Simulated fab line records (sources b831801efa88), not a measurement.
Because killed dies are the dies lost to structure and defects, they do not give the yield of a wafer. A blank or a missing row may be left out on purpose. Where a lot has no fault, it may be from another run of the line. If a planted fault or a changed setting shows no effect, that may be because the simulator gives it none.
One fault through the eyes of 2 desks    flow sky130    each desk has only its own numbers; what lay behind them comes last

THE TOOL OWNER'S DESK: implanter-01
The tool's own readings at SKY_LDD_HVN_IMPLANT_08: means of the sampled wafers that have a number, for each lot that ran on this tool. Marked OUT: a lot whose mean sits more than 4 standard deviations from the usual mean, which makes it out of limits; the brackets give that distance.
Columns: A = beam on s at SKY_LDD_HVN_IMPLANT_08, usual 10.00 s; B = dose ions cm2 at SKY_LDD_HVN_IMPLANT_08, usual 3e+13; C = faraday current uA at SKY_LDD_HVN_IMPLANT_08, usual 169
lot   first seen here  A                 B      C
L192  day 22 17:29     9.98              3e+13  169
L196  day 24 08:55     10.90 (+4.5) OUT  3e+13  155 (-4.1) OUT
L199  day 25 03:43     11.07 (+5.3) OUT  3e+13  153 (-4.7) OUT
L206  day 27 10:54     10.12             3e+13  168
L209  day 28 15:57     9.80              3e+13  172
L210  day 28 17:55     9.92              3e+13  171
This desk's finding: out of limits on L196, L199; first on L196, day 24 08:55 (beam on s at SKY_LDD_HVN_IMPLANT_08). L192, L206, L209, L210 stayed within limits.

FROM THE METROLOGY DESK
Lot by lot, what the gauges showed, no matter which tool ran the lot: averages of those sampled wafers that carry a number. Marked OUT: a lot whose mean sits more than 4 standard deviations from the usual mean, which makes it out of limits; the brackets give that distance.
Columns: A = cd nm at SKY_POLY_GATE_CD_MEAS_13, usual 149.6 nm; B = LDD_HVN_OVL at SKY_LDD_HVN_OVL_MEAS_07, usual -0.3 nm; C = LDD_HVN_TW at SKY_LDD_HVN_TW_MEAS_10, usual 1431
lot   first seen here  A      B     C
L189  day 17 15:13     150.3  -0.3  1424
L190  day 17 22:36     150.5  -0.3  1417
L191  day 18 10:13     147.9  -1.6  1413
L192  day 18 15:08     145.4  1.0   1437
L196  day 20 03:10     149.8  0.6   1469
L198  day 21 02:18     150.3  -2.4  1439
L199  day 21 05:32     149.2  -1.4  1472
L204  day 23 04:00     148.5  -2.0  1418
L205  day 23 07:44     151.5  -1.2  1416
L206  day 23 12:55     150.4  1.1   1420
L208  day 24 15:04     149.3  -0.9  1435
L209  day 24 17:16     151.2  -0.8  1442
L210  day 24 20:11     148.7  0.0   1447
This desk found nothing out of limits on any of the 13 lots.

BROUGHT TOGETHER
The tool owner's desk could have raised an alarm at day 24 08:55, on L196, L199.
The metrology desk saw nothing out of limits.
The metrology desk holds a record of L196, L199, inside its limits.
The lots listed all ran SKY_LDD_HVN_IMPLANT_08 on implanter-01.

WHAT THE SIMULATOR HAD PUT IN
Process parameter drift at SKY_LDD_HVN_IMPLANT_08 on implanter-01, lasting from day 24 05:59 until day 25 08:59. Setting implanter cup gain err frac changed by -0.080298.
Lots struck among those shown: L196, L199.
Time in hours from fault onset to the first out-of-limits reading at each desk: the tool owner's desk, 3.
